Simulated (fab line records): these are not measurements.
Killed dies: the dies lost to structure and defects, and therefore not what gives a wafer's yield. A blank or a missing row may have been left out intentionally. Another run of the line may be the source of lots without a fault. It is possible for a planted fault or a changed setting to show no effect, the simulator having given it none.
What tool caused it? / flow sky130 / 30 wafers from 10 lots sampled at 4 of the route's 708 steps

WHAT EACH GAUGE READ, for each wafer
SKY_VIA1_RS_MEAS_22: uses a four-point probe to measure. Usual: VIA1_W_RS 0.425 ohm/sq, standard deviation 0.0061.
lot=L382; measured=day 35 18:51; on=film_metro-02; VIA1_W_RS (ohm/sq)=0.435 0.419 0.416; flag=
lot=L384; measured=day 36 15:09; on=film_metro-02; VIA1_W_RS (ohm/sq)=0.420 0.431 0.427; flag=
lot=L386; measured=day 36 16:20; on=film_metro-04; VIA1_W_RS (ohm/sq)=0.435 0.423 0.431; flag=
lot=L385; measured=day 36 15:59; on=film_metro-01; VIA1_W_RS (ohm/sq)=0.421 0.426 0.417; flag=
lot=L391; measured=day 38 03:04; on=film_metro-01; VIA1_W_RS (ohm/sq)=1.291 0.430 0.430; flag=OFF
lot=L390; measured=day 38 04:43; on=film_metro-01; VIA1_W_RS (ohm/sq)=0.429 1.293 1.278; flag=OFF
lot=L394; measured=day 39 00:14; on=film_metro-01; VIA1_W_RS (ohm/sq)=0.425 0.431 0.433; flag=
lot=L400; measured=day 40 21:31; on=film_metro-02; VIA1_W_RS (ohm/sq)=0.427 0.418 0.426; flag=
lot=L402; measured=day 41 03:34; on=film_metro-01; VIA1_W_RS (ohm/sq)=0.431 0.432 0.433; flag=
lot=L401; measured=day 41 06:49; on=film_metro-04; VIA1_W_RS (ohm/sq)=0.433 0.435 0.427; flag=

SKY_VIA1_THK_MEAS_23: measures by xrf. Usual: VIA1_W_THK 273 nm, standard deviation 3.9.
lot=L382; measured=day 35 18:58; on=film_metro-02; VIA1_W_THK (nm)=267 278 279; flag=
lot=L384; measured=day 36 15:16; on=film_metro-02; VIA1_W_THK (nm)=275 269 271; flag=
lot=L386; measured=day 36 16:28; on=film_metro-04; VIA1_W_THK (nm)=265 274 269; flag=
lot=L385; measured=day 36 16:07; on=film_metro-01; VIA1_W_THK (nm)=273 272 279; flag=
lot=L391; measured=day 38 03:10; on=film_metro-01; VIA1_W_THK (nm)=93 271 271; flag=OFF
lot=L390; measured=day 38 04:50; on=film_metro-01; VIA1_W_THK (nm)=272 93 93; flag=OFF
lot=L394; measured=day 39 00:21; on=film_metro-01; VIA1_W_THK (nm)=272 269 269; flag=
lot=L400; measured=day 40 21:38; on=film_metro-02; VIA1_W_THK (nm)=273 279 274; flag=
lot=L402; measured=day 41 03:40; on=film_metro-01; VIA1_W_THK (nm)=271 269 269; flag=
lot=L401; measured=day 41 06:55; on=film_metro-04; VIA1_W_THK (nm)=268 269 273; flag=

TOOL THAT RAN EACH LOT (tool first, then ch and the chambers of the sampled wafers, then the start)
lot=L382; SKY_METAL1_SPUTTER_01=pvd_sputter-01, day 32 14:08; SKY_VIA1_CVD_21=cvd_w-02 ch 0,1, day 35 18:45
lot=L384; SKY_METAL1_SPUTTER_01=pvd_sputter-01, day 33 21:28; SKY_VIA1_CVD_21=cvd_w-02 ch 0,1, day 36 15:04
lot=L386; SKY_METAL1_SPUTTER_01=pvd_sputter-01, day 33 22:17; SKY_VIA1_CVD_21=cvd_w-02 ch 0,1, day 36 16:14
lot=L385; SKY_METAL1_SPUTTER_01=pvd_sputter-03, day 33 22:25; SKY_VIA1_CVD_21=cvd_w-01 ch 0,1, day 36 15:53
lot=L391; SKY_METAL1_SPUTTER_01=pvd_sputter-04, day 36 00:41; SKY_VIA1_CVD_21=cvd_w-02 ch 0,1, day 38 02:56
lot=L390; SKY_METAL1_SPUTTER_01=pvd_sputter-03, day 36 01:26; SKY_VIA1_CVD_21=cvd_w-02 ch 0,1, day 38 04:37
lot=L394; SKY_METAL1_SPUTTER_01=pvd_sputter-01, day 36 19:53; SKY_VIA1_CVD_21=cvd_w-01 ch 0,1, day 39 00:08
lot=L400; SKY_METAL1_SPUTTER_01=pvd_sputter-03, day 38 18:34; SKY_VIA1_CVD_21=cvd_w-01 ch 0,1, day 40 21:25
lot=L402; SKY_METAL1_SPUTTER_01=pvd_sputter-04, day 39 00:23; SKY_VIA1_CVD_21=cvd_w-02 ch 1, day 41 03:27
lot=L401; SKY_METAL1_SPUTTER_01=pvd_sputter-01, day 39 02:35; SKY_VIA1_CVD_21=cvd_w-02 ch 1, day 41 06:41
- SKY_METAL1_SPUTTER_01: material TiN, target thk 20 nm, time 16.7 s.
- SKY_VIA1_CVD_21: deposits W, target thk 270 nm, time 80.902 s.

AS READ BY THE TOOLS THEMSELVES (means over the sampled wafers that have a number; for cases with no such wafer, the mark the record gives instead)
SKY_METAL1_SPUTTER_01. Usual: throttle_valve_pct 30.2 %, standard deviation 0.71.
lot=L382; tool=pvd_sputter-01; throttle_valve_pct (%)=30.3; flag=
lot=L384; tool=pvd_sputter-01; throttle_valve_pct (%)=30.0; flag=
lot=L386; tool=pvd_sputter-01; throttle_valve_pct (%)=30.5; flag=
lot=L385; tool=pvd_sputter-03; throttle_valve_pct (%)=30.3; flag=
lot=L391; tool=pvd_sputter-04; throttle_valve_pct (%)=30.3; flag=
lot=L390; tool=pvd_sputter-03; throttle_valve_pct (%)=30.2; flag=
lot=L394; tool=pvd_sputter-01; throttle_valve_pct (%)=30.0; flag=
lot=L400; tool=pvd_sputter-03; throttle_valve_pct (%)=30.5; flag=
lot=L402; tool=pvd_sputter-04; throttle_valve_pct (%)=30.0; flag=
lot=L401; tool=pvd_sputter-01; throttle_valve_pct (%)=30.7; flag=

SKY_VIA1_CVD_21. Usual: chamber_pressure_Torr 40.00 Torr, standard deviation 0.082; heater_power_w 968 W, standard deviation 54.
lot=L382; tool=cvd_w-02; chamber_pressure_Torr (Torr)=40.06; heater_power_w (W)=1039; flag=
lot=L384; tool=cvd_w-02; chamber_pressure_Torr (Torr)=40.05; heater_power_w (W)=1024; flag=
lot=L386; tool=cvd_w-02; chamber_pressure_Torr (Torr)=40.03; heater_power_w (W)=1018; flag=
lot=L385; tool=cvd_w-01; chamber_pressure_Torr (Torr)=40.02; heater_power_w (W)=895; flag=
lot=L391; tool=cvd_w-02; chamber_pressure_Torr (Torr)=39.92; heater_power_w (W)=1020; flag=
lot=L390; tool=cvd_w-02; chamber_pressure_Torr (Torr)=39.93; heater_power_w (W)=1036; flag=
lot=L394; tool=cvd_w-01; chamber_pressure_Torr (Torr)=39.96; heater_power_w (W)=905; flag=
lot=L400; tool=cvd_w-01; chamber_pressure_Torr (Torr)=39.97; heater_power_w (W)=910; flag=
lot=L402; tool=cvd_w-02; chamber_pressure_Torr (Torr)=39.92; heater_power_w (W)=984; flag=
lot=L401; tool=cvd_w-02; chamber_pressure_Torr (Torr)=40.03; heater_power_w (W)=986; flag=

THE ANSWER, worked out from the rows above alone
Rule: a lot counts as off when the mean over its wafers that have a number is more than 3 standard deviations away from the usual mean. A lot without any number at a reading at which 4 lots or more have one is off too. Any other lot the step has rows for is counted as sound. The gauges are gone through in route order, then the tools' own readings, and for those a lot's mean is taken as printed above. At the first step where some lot is off, the reading lying furthest off is the one used; lots without a number count as furthest.
Off: at SKY_VIA1_RS_MEAS_22 (VIA1_W_RS), L391, L390.
A tool fits if, at a process step before that reading, it ran every lot that is off, and no sound lot after the first of them. The gauges at SKY_VIA1_RS_MEAS_22 are tried like those tools. Not one of the candidates tried fits.

WHAT THE SIMULATOR PUT IN
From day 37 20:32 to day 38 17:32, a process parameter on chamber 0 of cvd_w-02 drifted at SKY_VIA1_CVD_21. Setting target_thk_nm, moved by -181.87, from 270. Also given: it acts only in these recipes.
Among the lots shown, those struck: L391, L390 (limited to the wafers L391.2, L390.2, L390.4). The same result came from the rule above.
